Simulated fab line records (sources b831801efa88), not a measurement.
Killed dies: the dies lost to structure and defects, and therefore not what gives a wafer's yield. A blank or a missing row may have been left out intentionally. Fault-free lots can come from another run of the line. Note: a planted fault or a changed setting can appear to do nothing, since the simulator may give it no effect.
Which tool did it? / flow sky130 / 14 lots with 42 wafers sampled at 5 steps, on a route of 708 steps

WHAT THE GAUGES SHOWED, per wafer
SKY_METAL2_CD_MEAS_15 targets a cd of 140 nm. Usual: 140.4 nm for cd-nm, sd 1.6.
lot=L659; measured=day 35 00:48; on=cd-sem-01; cd-nm (nm)=139.6 138.3 140.7; flag=
lot=L660; measured=day 35 02:49; on=cd-sem-02; cd-nm (nm)=141.6 140.9 140.9; flag=
lot=L661; measured=day 35 22:27; on=cd-sem-01; cd-nm (nm)=138.4 138.4 139.4; flag=
lot=L662; measured=day 36 00:49; on=cd-sem-01; cd-nm (nm)=142.0 141.4 140.9; flag=
lot=L663; measured=day 36 22:15; on=cd-sem-01; cd-nm (nm)=140.4 140.6 139.2; flag=
lot=L666; measured=day 37 10:10; on=cd-sem-02; cd-nm (nm)=141.1 141.3 140.2; flag=
lot=L667; measured=day 37 22:16; on=cd-sem-02; cd-nm (nm)=139.8 138.6 139.2; flag=
lot=L671; measured=day 38 20:04; on=cd-sem-01; cd-nm (nm)=139.4 139.1 -; flag=
lot=L672; measured=day 39 11:59; on=cd-sem-02; cd-nm (nm)=141.4 - -; flag=
lot=L675; measured=day 40 07:36; on=cd-sem-02; cd-nm (nm)=142.5 141.0 140.7; flag=
lot=L678; measured=day 40 21:48; on=cd-sem-02; cd-nm (nm)=142.4 143.6 143.3; flag=
lot=L680; measured=day 41 05:48; on=cd-sem-02; cd-nm (nm)=141.7 141.1 142.4; flag=
lot=L681; measured=day 41 18:49; on=cd-sem-01; cd-nm (nm)=140.4 140.7 139.5; flag=
lot=L682; measured=day 42 08:27; on=cd-sem-01; cd-nm (nm)=141.3 140.7 139.4; flag=

SKY_METAL2_OVL_MEAS_16. Usual: METAL2_OVL 0 nm, standard deviation 5.1.
lot=L659; measured=day 35 00:55; on=overlay-02; METAL2_OVL (nm)=-5 -2 10; flag=
lot=L660; measured=day 35 02:54; on=overlay-01; METAL2_OVL (nm)=-2 7 1; flag=
lot=L661; measured=day 35 22:33; on=overlay-02; METAL2_OVL (nm)=-1 -6 -8; flag=
lot=L662; measured=day 36 00:56; on=overlay-01; METAL2_OVL (nm)=-2 -2 0; flag=
lot=L663; measured=day 36 22:22; on=overlay-01; METAL2_OVL (nm)=2 7 -1; flag=
lot=L666; measured=day 37 10:17; on=overlay-02; METAL2_OVL (nm)=4 0 12; flag=
lot=L667; measured=day 37 22:22; on=overlay-02; METAL2_OVL (nm)=0 -3 -3; flag=
lot=L671; measured=day 38 20:11; on=overlay-02; METAL2_OVL (nm)=-11 -5 -; flag=
lot=L672; measured=day 39 12:06; on=overlay-01; METAL2_OVL (nm)=-1 - -; flag=
lot=L675; measured=day 40 07:43; on=overlay-02; METAL2_OVL (nm)=8 8 3; flag=
lot=L678; measured=day 40 21:55; on=overlay-01; METAL2_OVL (nm)=-4 -7 -3; flag=
lot=L680; measured=day 41 05:55; on=overlay-01; METAL2_OVL (nm)=4 0 2; flag=
lot=L681; measured=day 41 18:56; on=overlay-02; METAL2_OVL (nm)=6 -2 -3; flag=
lot=L682; measured=day 42 08:34; on=overlay-02; METAL2_OVL (nm)=-7 1 -3; flag=

EACH LOT AND THE TOOL THAT RAN IT (in order: tool; ch and the chambers of the sampled wafers; start)
lot=L659; SKY_VIA1_STRIP_16=plasma-asher-02 ch 0,1, day 33 20:50; SKY_VIA1_SPUTTER_20=pvd-sputter-02, day 33 21:30; SKY_METAL2_EXPOSE_12=krf-scanner-02 ch 0, day 34 12:07
lot=L660; SKY_VIA1_STRIP_16=plasma-asher-04 ch 0,1, day 33 22:26; SKY_VIA1_SPUTTER_20=pvd-sputter-04, day 33 23:05; SKY_METAL2_EXPOSE_12=krf-scanner-02 ch 0, day 34 13:37
lot=L661; SKY_VIA1_STRIP_16=plasma-asher-04 ch 0,1, day 34 19:22; SKY_VIA1_SPUTTER_20=pvd-sputter-03, day 34 19:58; SKY_METAL2_EXPOSE_12=krf-scanner-02 ch 0, day 35 09:10
lot=L662; SKY_VIA1_STRIP_16=plasma-asher-02 ch 0,1, day 34 20:43; SKY_VIA1_SPUTTER_20=pvd-sputter-04, day 34 21:18; SKY_METAL2_EXPOSE_12=krf-scanner-01 ch 0, day 35 11:19
lot=L663; SKY_VIA1_STRIP_16=plasma-asher-01 ch 0,1, day 35 18:53; SKY_VIA1_SPUTTER_20=pvd-sputter-02, day 35 19:28; SKY_METAL2_EXPOSE_12=krf-scanner-01 ch 0, day 36 09:36
lot=L666; SKY_VIA1_STRIP_16=plasma-asher-01 ch 0,1, day 36 06:14; SKY_VIA1_SPUTTER_20=pvd-sputter-03, day 36 06:49; SKY_METAL2_EXPOSE_12=krf-scanner-02 ch 0, day 36 21:13
lot=L667; SKY_VIA1_STRIP_16=plasma-asher-02 ch 0,1, day 36 19:16; SKY_VIA1_SPUTTER_20=pvd-sputter-04, day 36 19:49; SKY_METAL2_EXPOSE_12=krf-scanner-02 ch 0, day 37 10:04
lot=L671; SKY_VIA1_STRIP_16=plasma-asher-01 ch 0,1, day 37 17:02; SKY_VIA1_SPUTTER_20=pvd-sputter-03, day 37 17:38; SKY_METAL2_EXPOSE_12=krf-scanner-02 ch 0, day 38 08:05
lot=L672; SKY_VIA1_STRIP_16=plasma-asher-01 ch 0,1, day 38 09:44; SKY_VIA1_SPUTTER_20=pvd-sputter-02, day 38 10:22; SKY_METAL2_EXPOSE_12=krf-scanner-02 ch 0, day 38 23:09
lot=L675; SKY_VIA1_STRIP_16=plasma-asher-01 ch 0,1, day 39 05:23; SKY_VIA1_SPUTTER_20=pvd-sputter-04, day 39 05:59; SKY_METAL2_EXPOSE_12=krf-scanner-01 ch 0, day 39 19:47
lot=L678; SKY_VIA1_STRIP_16=plasma-asher-02 ch 0,1, day 39 20:05; SKY_VIA1_SPUTTER_20=pvd-sputter-02, day 39 20:41; SKY_METAL2_EXPOSE_12=krf-scanner-01 ch 0, day 40 09:58
lot=L680; SKY_VIA1_STRIP_16=plasma-asher-02 ch 0,1, day 40 04:41; SKY_VIA1_SPUTTER_20=pvd-sputter-04, day 40 05:17; SKY_METAL2_EXPOSE_12=krf-scanner-01 ch 0, day 40 18:19
lot=L681; SKY_VIA1_STRIP_16=plasma-asher-02 ch 0,1, day 40 17:17; SKY_VIA1_SPUTTER_20=pvd-sputter-04, day 40 17:56; SKY_METAL2_EXPOSE_12=krf-scanner-01 ch 0, day 41 07:07
lot=L682; SKY_VIA1_STRIP_16=plasma-asher-02 ch 0,1, day 41 07:38; SKY_VIA1_SPUTTER_20=pvd-sputter-03, day 41 08:13; SKY_METAL2_EXPOSE_12=krf-scanner-01 ch 0, day 41 21:23
- SKY_VIA1_STRIP_16: strips in O2/N2.
- SKY_VIA1_SPUTTER_20: material TiN, target thk 20 nm, time 80 s.
- SKY_METAL2_EXPOSE_12: exposes mask MM2, target cd 140 nm.

AS READ BY THE TOOLS THEMSELVES (means over the sampled wafers that have a number; for cases with no such wafer, the mark the record gives instead)
SKY_VIA1_STRIP_16. Usual: drypump-motor-current-A 5.7 A, standard deviation 0.53; o2-flow-sccm 3001 sccm, standard deviation 9.2; oes-product-au 0.415 a.u., standard deviation 0.0043; strip-time-to-endpoint-s 4.450 s, standard deviation 0.026.
lot=L659; tool=plasma-asher-02; drypump-motor-current-A (A)=5.7; o2-flow-sccm (sccm)=2999; oes-product-au (a.u.)=0.415; strip-time-to-endpoint-s (s)=4.459; flag=
lot=L660; tool=plasma-asher-04; drypump-motor-current-A (A)=6.4; o2-flow-sccm (sccm)=3007; oes-product-au (a.u.)=0.413; strip-time-to-endpoint-s (s)=4.434; flag=
lot=L661; tool=plasma-asher-04; drypump-motor-current-A (A)=6.3; o2-flow-sccm (sccm)=2993; oes-product-au (a.u.)=0.416; strip-time-to-endpoint-s (s)=4.448; flag=
lot=L662; tool=plasma-asher-02; drypump-motor-current-A (A)=5.7; o2-flow-sccm (sccm)=3007; oes-product-au (a.u.)=0.415; strip-time-to-endpoint-s (s)=4.439; flag=
lot=L663; tool=plasma-asher-01; drypump-motor-current-A (A)=5.7; o2-flow-sccm (sccm)=3003; oes-product-au (a.u.)=0.418; strip-time-to-endpoint-s (s)=4.480; flag=
lot=L666; tool=plasma-asher-01; drypump-motor-current-A (A)=5.3; o2-flow-sccm (sccm)=2997; oes-product-au (a.u.)=0.417; strip-time-to-endpoint-s (s)=4.465; flag=
lot=L667; tool=plasma-asher-02; drypump-motor-current-A (A)=5.7; o2-flow-sccm (sccm)=3009; oes-product-au (a.u.)=0.416; strip-time-to-endpoint-s (s)=4.471; flag=
lot=L671; tool=plasma-asher-01; drypump-motor-current-A (A)=5.7; o2-flow-sccm (sccm)=3012; oes-product-au (a.u.)=0.421; strip-time-to-endpoint-s (s)=4.458; flag=
lot=L672; tool=plasma-asher-01; drypump-motor-current-A (A)=5.3; o2-flow-sccm (sccm)=2999; oes-product-au (a.u.)=0.416; strip-time-to-endpoint-s (s)=4.444; flag=
lot=L675; tool=plasma-asher-01; drypump-motor-current-A (A)=5.3; o2-flow-sccm (sccm)=2995; oes-product-au (a.u.)=0.413; strip-time-to-endpoint-s (s)=4.447; flag=
lot=L678; tool=plasma-asher-02; drypump-motor-current-A (A)=5.7; o2-flow-sccm (sccm)=3001; oes-product-au (a.u.)=0.419; strip-time-to-endpoint-s (s)=4.457; flag=
lot=L680; tool=plasma-asher-02; drypump-motor-current-A (A)=5.7; o2-flow-sccm (sccm)=3005; oes-product-au (a.u.)=0.417; strip-time-to-endpoint-s (s)=4.475; flag=
lot=L681; tool=plasma-asher-02; drypump-motor-current-A (A)=5.7; o2-flow-sccm (sccm)=3000; oes-product-au (a.u.)=0.412; strip-time-to-endpoint-s (s)=4.449; flag=
lot=L682; tool=plasma-asher-02; drypump-motor-current-A (A)=5.7; o2-flow-sccm (sccm)=3005; oes-product-au (a.u.)=0.412; strip-time-to-endpoint-s (s)=4.400; flag=

SKY_VIA1_SPUTTER_20. Usual: cathode-dc-power-W 4000.0 W, standard deviation 0.71; throttle-valve-pct 30.1 %, standard deviation 0.96.
lot=L659; tool=pvd-sputter-02; cathode-dc-power-W (W)=3999.5; throttle-valve-pct (%)=29.7; flag=
lot=L660; tool=pvd-sputter-04; cathode-dc-power-W (W)=4000.1; throttle-valve-pct (%)=29.4; flag=
lot=L661; tool=pvd-sputter-03; cathode-dc-power-W (W)=3999.6; throttle-valve-pct (%)=30.2; flag=
lot=L662; tool=pvd-sputter-04; cathode-dc-power-W (W)=3999.9; throttle-valve-pct (%)=29.6; flag=
lot=L663; tool=pvd-sputter-02; cathode-dc-power-W (W)=4000.2; throttle-valve-pct (%)=30.3; flag=
lot=L666; tool=pvd-sputter-03; cathode-dc-power-W (W)=4000.0; throttle-valve-pct (%)=30.8; flag=
lot=L667; tool=pvd-sputter-04; cathode-dc-power-W (W)=4000.0; throttle-valve-pct (%)=29.8; flag=
lot=L671; tool=pvd-sputter-03; cathode-dc-power-W (W)=3999.9; throttle-valve-pct (%)=29.7; flag=
lot=L672; tool=pvd-sputter-02; cathode-dc-power-W (W)=4000.0; throttle-valve-pct (%)=30.1; flag=
lot=L675; tool=pvd-sputter-04; cathode-dc-power-W (W)=4000.2; throttle-valve-pct (%)=29.6; flag=
lot=L678; tool=pvd-sputter-02; cathode-dc-power-W (W)=4000.6; throttle-valve-pct (%)=30.9; flag=
lot=L680; tool=pvd-sputter-04; cathode-dc-power-W (W)=4000.2; throttle-valve-pct (%)=29.6; flag=
lot=L681; tool=pvd-sputter-04; cathode-dc-power-W (W)=3999.7; throttle-valve-pct (%)=29.8; flag=
lot=L682; tool=pvd-sputter-03; cathode-dc-power-W (W)=3999.9; throttle-valve-pct (%)=31.3; flag=

SKY_METAL2_EXPOSE_12. Usual: 28.05 for exposure-dose-mJ-cm2, sd 0.073.
lot=L659 tool=krf-scanner-02 exposure-dose-mJ-cm2=28.06 flag=
lot=L660 tool=krf-scanner-02 exposure-dose-mJ-cm2=28.02 flag=
lot=L661 tool=krf-scanner-02 exposure-dose-mJ-cm2=28.06 flag=
lot=L662 tool=krf-scanner-01 exposure-dose-mJ-cm2=27.99 flag=
lot=L663 tool=krf-scanner-01 exposure-dose-mJ-cm2=28.03 flag=
lot=L666 tool=krf-scanner-02 exposure-dose-mJ-cm2=28.07 flag=
lot=L667 tool=krf-scanner-02 exposure-dose-mJ-cm2=28.01 flag=
lot=L671 tool=krf-scanner-02 exposure-dose-mJ-cm2=28.07 flag=
lot=L672 tool=krf-scanner-02 exposure-dose-mJ-cm2=28.02 flag=
lot=L675 tool=krf-scanner-01 exposure-dose-mJ-cm2=28.03 flag=
lot=L678 tool=krf-scanner-01 exposure-dose-mJ-cm2=28.00 flag=
lot=L680 tool=krf-scanner-01 exposure-dose-mJ-cm2=28.04 flag=
lot=L681 tool=krf-scanner-01 exposure-dose-mJ-cm2=28.04 flag=
lot=L682 tool=krf-scanner-01 exposure-dose-mJ-cm2=28.06 flag=

THE ANSWER, worked out from the rows above alone
Rule: a lot counts as off when the mean over its wafers that have a number is more than 3 standard deviations away from the usual mean. A lot without any number at a reading at which 4 lots or more have one is off too. The other lots that the step has rows for count as sound. First the gauges in route order, then the tools' own readings, where a lot's mean is used as printed above. The first step at which some lot is off is used, and at that step the reading that is off furthest; a lot without a number counts as furthest.
No lot is off on any of the readings shown, so nothing can be concluded from this.

WHAT HAD BEEN PUT IN BY THE SIMULATOR
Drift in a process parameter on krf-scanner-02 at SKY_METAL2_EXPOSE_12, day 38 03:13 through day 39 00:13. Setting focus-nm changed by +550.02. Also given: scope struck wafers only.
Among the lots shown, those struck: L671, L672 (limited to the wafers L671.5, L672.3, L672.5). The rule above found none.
